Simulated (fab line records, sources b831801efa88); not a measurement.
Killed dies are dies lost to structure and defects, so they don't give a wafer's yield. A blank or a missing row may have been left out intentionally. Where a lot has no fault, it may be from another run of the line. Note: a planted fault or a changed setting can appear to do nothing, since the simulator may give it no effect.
Commonality check across tools -- flow gf180mcu -- Sampled: 12 lots, 36 wafers

## REASON FOR OPENING
Of 12 lots, 2 have the reading MVSD_RS flagged at GF_VT_IMPLANT_RS_MEAS_46. No-fault wafers: 456.7 ohm/sq, standard deviation 1.1.
Rule: flag the lot when none of its wafers has a number, or when each of its wafers that has one lies beyond 4 standard deviations from that mean. All remaining lots are regarded as sound.

lot,measured,on,"MVSD_RS (ohm/sq), wafer by wafer",flag
L925,day 7 06:16,film-metro-03,457.1 457.7 456.9,
L926,day 7 11:31,film-metro-03,457.0 457.9 458.0,
L927,day 8 16:10,film-metro-04,456.5 456.1 458.0,
L928,day 8 18:05,film-metro-03,457.5 455.8 457.5,
L930,day 8 21:41,film-metro-01,458.0 458.3 457.5,
L938,day 11 08:31,film-metro-01,465.4 464.9 464.7,FLAGGED
L939,day 11 20:22,film-metro-03,463.6 464.8 463.2,FLAGGED
L941,day 12 10:46,film-metro-01,457.4 456.4 457.7,
L942,day 12 11:04,film-metro-04,454.8 455.8 457.0,
L945,day 13 09:44,film-metro-03,456.1 456.8 457.9,
L947,day 13 23:26,film-metro-04,457.4 458.6 457.0,
L948,day 14 04:27,film-metro-01,454.4 455.6 455.9,
The mean of the flagged lots' numbers is 464.4 ohm/sq, +7.7 ohm/sq from the usual (+7 standard deviations).

## WHICH TOOL EACH LOT WENT THROUGH
3 process steps preceding the reading are held in the record, out of 602 steps in the route. In each cell: the tool, then ch and the chambers that the sampled wafers went through, then the start.
lot,flag,GF_STI_ETCH_13,GF_MVSD_IMPLANT_09,GF_VT_IMPLANT_RTA_45
L925,,"rie-diel-04 ch 1,2,3, day 2 01:50","implanter-04 ch 0, day 4 03:49","rtp-anneal-02 ch 0, day 7 06:10"
L926,,"rie-diel-04 ch 0,1, day 2 06:25","implanter-01 ch 0, day 4 09:03","rtp-anneal-01 ch 0, day 7 11:25"
L927,,"rie-diel-03 ch 0,3, day 2 19:58","implanter-04 ch 0, day 5 08:00","rtp-anneal-01 ch 0, day 8 16:04"
L928,,"rie-diel-02 ch 1,3, day 2 21:25","implanter-01 ch 0, day 5 09:39","rtp-anneal-01 ch 0, day 8 17:59"
L930,,"rie-diel-04 ch 1,2, day 2 23:34","implanter-04 ch 0, day 5 11:05","rtp-anneal-01 ch 0, day 8 21:35"
L938,FLAGGED,"rie-diel-02 ch 0,1,2, day 4 21:20","implanter-04 ch 0, day 7 14:15","rtp-anneal-02 ch 0, day 11 08:25"
L939,FLAGGED,"rie-diel-03 ch 0,1,2, day 5 04:53","implanter-04 ch 0, day 8 02:43","rtp-anneal-02 ch 0, day 11 20:16"
L941,,"rie-diel-04 ch 0,2,3, day 5 11:22","implanter-01 ch 0, day 8 13:23","rtp-anneal-01 ch 0, day 12 10:40"
L942,,"rie-diel-03 ch 0,2,3, day 5 16:07","implanter-03 ch 0, day 8 13:58","rtp-anneal-02 ch 0, day 12 10:58"
L945,,"rie-diel-03 ch 0,2, day 6 10:45","implanter-03 ch 0, day 9 10:56","rtp-anneal-02 ch 0, day 13 09:37"
L947,,"rie-diel-03 ch 0,2,3, day 6 20:20","implanter-01 ch 0, day 9 22:33","rtp-anneal-02 ch 0, day 13 23:20"
L948,,"rie-diel-04 ch 0,3, day 7 01:59","implanter-03 ch 0, day 10 03:18","rtp-anneal-01 ch 0, day 14 04:21"
What is done by these steps:
- GF_STI_ETCH_13: etches the open film in CHF3/O2, stops on Si, target depth 282.31 nm, time 112.9 s.
- GF_MVSD_IMPLANT_09
- GF_VT_IMPLANT_RTA_45: time 30 s.
- GF_VT_IMPLANT_RS_MEAS_46: measures by four-point-probe.

## FLAGGED OVER TOTAL, TOOL BY TOOL (the gauges that took the reading come last)
step,tool,lots run,flagged,share of the flagged lots,sound lots run after its first flagged lot
GF_STI_ETCH_13,rie-diel-02,2,1,some,0
GF_STI_ETCH_13,rie-diel-03,5,1,some,"3 (L942,L945,L947)"
GF_STI_ETCH_13,rie-diel-04,5,0,none,-
GF_MVSD_IMPLANT_09,implanter-01,4,0,none,-
GF_MVSD_IMPLANT_09,implanter-03,3,0,none,-
GF_MVSD_IMPLANT_09,implanter-04,5,2,all,0
GF_VT_IMPLANT_RTA_45,rtp-anneal-01,6,0,none,-
GF_VT_IMPLANT_RTA_45,rtp-anneal-02,6,2,all,"3 (L942,L945,L947)"
GF_VT_IMPLANT_RS_MEAS_46,film-metro-01,4,1,some,"2 (L941,L948)"
GF_VT_IMPLANT_RS_MEAS_46,film-metro-03,5,1,some,1 (L945)
GF_VT_IMPLANT_RS_MEAS_46,film-metro-04,3,0,none,-

## THE TABLE: WHAT IT ALLOWS
Every flagged lot went through 2 rows of the table: implanter-04 at GF_MVSD_IMPLANT_09 and rtp-anneal-02 at GF_VT_IMPLANT_RTA_45.
- implanter-04 at GF_MVSD_IMPLANT_09: 2 of its 5 lots flagged. A fault beginning between L930 (day 5 11:05), its last sound lot, and L938 (day 7 14:15), its first flagged one, fits the data. Its own readings lie more than 4 standard deviations out on every wafer of the flagged lots: dose-ions-cm2, faraday-current-uA.
- rtp-anneal-02 at GF_VT_IMPLANT_RTA_45: 2 of its 6 lots flagged. After the first flagged lot (L942, L945, L947), sound lots still ran on it; a lasting fault on the whole tool would not permit that.
One tool is left: implanter-04 at GF_MVSD_IMPLANT_09.

## WHAT THE SIMULATOR PUT IN
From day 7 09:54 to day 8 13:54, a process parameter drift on implanter-04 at GF_MVSD_IMPLANT_09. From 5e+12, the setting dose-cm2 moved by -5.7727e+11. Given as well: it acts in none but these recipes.
Lots struck among those shown: L938, L939. The same result came from the rule above.
